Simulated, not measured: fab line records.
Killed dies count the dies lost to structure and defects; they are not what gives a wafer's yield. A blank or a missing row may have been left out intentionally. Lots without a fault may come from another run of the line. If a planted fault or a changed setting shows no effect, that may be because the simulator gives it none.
Which tool is to blame? :: flow sky130 :: Sampling: 15 lots, 45 wafers, 2 of 708 route steps

WHAT THE GAUGES READ, wafer by wafer
SKY_VT_ADJUST_HVTR_TW_MEAS_11. Usual: VT_ADJUST_HVTR_TW typically reads 209.8, with standard deviation 1.5.
lot: L404
measured: day 9 12:38
on: film_metro-01
VT_ADJUST_HVTR_TW: 211.8 212.1 212.9
flag: 

lot: L405
measured: day 10 01:27
on: film_metro-04
VT_ADJUST_HVTR_TW: 211.6 210.9 212.1
flag: 

lot: L406
measured: day 10 05:51
on: film_metro-04
VT_ADJUST_HVTR_TW: 211.8 211.6 212.0
flag: 

lot: L407
measured: day 10 11:24
on: film_metro-03
VT_ADJUST_HVTR_TW: 209.4 209.3 209.4
flag: 

lot: L408
measured: day 10 19:37
on: film_metro-01
VT_ADJUST_HVTR_TW: 211.5 212.4 211.2
flag: 

lot: L409
measured: day 11 01:52
on: film_metro-01
VT_ADJUST_HVTR_TW: 209.6 209.1 210.2
flag: 

lot: L410
measured: day 11 11:33
on: film_metro-04
VT_ADJUST_HVTR_TW: 165.2 165.7 165.2 165.2 164.8 166.0
flag: OFF

lot: L413
measured: day 12 04:29
on: film_metro-04
VT_ADJUST_HVTR_TW: 165.5 165.3 165.1 164.7 165.4 166.6
flag: OFF

lot: L414
measured: day 12 11:19
on: film_metro-01
VT_ADJUST_HVTR_TW: 166.6 166.7 165.7 166.3 167.5 166.3
flag: OFF

lot: L419
measured: day 14 02:15
on: film_metro-04
VT_ADJUST_HVTR_TW: 208.9 209.4 208.8
flag: 

lot: L423
measured: day 15 06:54
on: film_metro-03
VT_ADJUST_HVTR_TW: 209.1 209.1 208.9
flag: 

lot: L424
measured: day 15 12:13
on: film_metro-03
VT_ADJUST_HVTR_TW: 209.7 210.3 208.5
flag: 

lot: L425
measured: day 15 17:16
on: film_metro-03
VT_ADJUST_HVTR_TW: 210.0 208.9 209.5
flag: 

lot: L426
measured: day 16 06:05
on: film_metro-04
VT_ADJUST_HVTR_TW: 209.2 208.6 209.6
flag: 

lot: L427
measured: day 16 15:32
on: film_metro-04
VT_ADJUST_HVTR_TW: 208.9 208.4 208.7
flag: 

WHICH TOOL RAN EACH LOT (tool, then ch and the chambers of the sampled wafers, then the start)
lot: L404
SKY_VT_ADJUST_HVTR_IMPLANT_09: implanter-04 ch 0, day 9 12:23

lot: L405
SKY_VT_ADJUST_HVTR_IMPLANT_09: implanter-03 ch 0, day 10 01:14

lot: L406
SKY_VT_ADJUST_HVTR_IMPLANT_09: implanter-02 ch 0, day 10 05:36

lot: L407
SKY_VT_ADJUST_HVTR_IMPLANT_09: implanter-02 ch 0, day 10 11:09

lot: L408
SKY_VT_ADJUST_HVTR_IMPLANT_09: implanter-04 ch 0, day 10 19:22

lot: L409
SKY_VT_ADJUST_HVTR_IMPLANT_09: implanter-02 ch 0, day 11 01:39

lot: L410
SKY_VT_ADJUST_HVTR_IMPLANT_09: implanter-02 ch 0, day 11 11:18

lot: L413
SKY_VT_ADJUST_HVTR_IMPLANT_09: implanter-02 ch 0, day 12 04:14

lot: L414
SKY_VT_ADJUST_HVTR_IMPLANT_09: implanter-02 ch 0, day 12 11:04

lot: L419
SKY_VT_ADJUST_HVTR_IMPLANT_09: implanter-04 ch 0, day 14 02:02

lot: L423
SKY_VT_ADJUST_HVTR_IMPLANT_09: implanter-02 ch 0, day 15 06:39

lot: L424
SKY_VT_ADJUST_HVTR_IMPLANT_09: implanter-04 ch 0, day 15 11:58

lot: L425
SKY_VT_ADJUST_HVTR_IMPLANT_09: implanter-03 ch 0, day 15 17:01

lot: L426
SKY_VT_ADJUST_HVTR_IMPLANT_09: implanter-02 ch 0, day 16 05:52

lot: L427
SKY_VT_ADJUST_HVTR_IMPLANT_09: implanter-02 ch 0, day 16 15:17
- SKY_VT_ADJUST_HVTR_IMPLANT_09

WHAT THE TOOLS THEMSELVES READ (means of the sampled wafers that have a number; where no wafer has one, the mark that the record gives instead)
SKY_VT_ADJUST_HVTR_IMPLANT_09. Usual: dose_ions_cm2 2.1001e+12, standard deviation 2e+09; faraday_current_uA 11.76, standard deviation 0.23.
lot: L404
tool: implanter-04
dose_ions_cm2: 2.0973e+12
faraday_current_uA: 11.76
flag: 

lot: L405
tool: implanter-03
dose_ions_cm2: 2.0999e+12
faraday_current_uA: 11.65
flag: 

lot: L406
tool: implanter-02
dose_ions_cm2: 2.1004e+12
faraday_current_uA: 11.83
flag: 

lot: L407
tool: implanter-02
dose_ions_cm2: 2.0985e+12
faraday_current_uA: 11.82
flag: 

lot: L408
tool: implanter-04
dose_ions_cm2: 2.0997e+12
faraday_current_uA: 11.72
flag: 

lot: L409
tool: implanter-02
dose_ions_cm2: 2.1004e+12
faraday_current_uA: 11.91
flag: 

lot: L410
tool: implanter-02
dose_ions_cm2: 8.9433e+11
faraday_current_uA: 5.09
flag: OFF

lot: L413
tool: implanter-02
dose_ions_cm2: 8.9360e+11
faraday_current_uA: 5.01
flag: OFF

lot: L414
tool: implanter-02
dose_ions_cm2: 8.9510e+11
faraday_current_uA: 4.97
flag: OFF

lot: L419
tool: implanter-04
dose_ions_cm2: 2.1007e+12
faraday_current_uA: 11.77
flag: 

lot: L423
tool: implanter-02
dose_ions_cm2: 2.1007e+12
faraday_current_uA: 11.88
flag: 

lot: L424
tool: implanter-04
dose_ions_cm2: 2.1005e+12
faraday_current_uA: 11.63
flag: 

lot: L425
tool: implanter-03
dose_ions_cm2: 2.0998e+12
faraday_current_uA: 11.83
flag: 

lot: L426
tool: implanter-02
dose_ions_cm2: 2.1004e+12
faraday_current_uA: 11.74
flag: 

lot: L427
tool: implanter-02
dose_ions_cm2: 2.0996e+12
faraday_current_uA: 11.76
flag: 

THE ANSWER, worked out from the rows above alone
Rule: a lot counts as off when the mean over its wafers that have a number is more than 3 standard deviations away from the usual mean. Also off: a lot with no number at a reading for which 4 or more lots have one. The other lots that the step has rows for count as sound. The gauges are gone through in route order, then the tools' own readings, and for those a lot's mean is taken as printed above. The first step at which some lot is off is used, and at that step the reading that is off furthest; a lot without a number counts as furthest.
Off: L410, L413, L414, at SKY_VT_ADJUST_HVTR_TW_MEAS_11 (VT_ADJUST_HVTR_TW).
A tool fits if, at a process step before that reading, it ran every lot that is off, and no sound lot after the first of them. The gauges at SKY_VT_ADJUST_HVTR_TW_MEAS_11 aren't tried: what is off there is off at SKY_VT_ADJUST_HVTR_IMPLANT_09 too, on other tools, and a gauge's error can't cause that. None of those tried fits.

WHAT THE SIMULATOR HAD PUT IN
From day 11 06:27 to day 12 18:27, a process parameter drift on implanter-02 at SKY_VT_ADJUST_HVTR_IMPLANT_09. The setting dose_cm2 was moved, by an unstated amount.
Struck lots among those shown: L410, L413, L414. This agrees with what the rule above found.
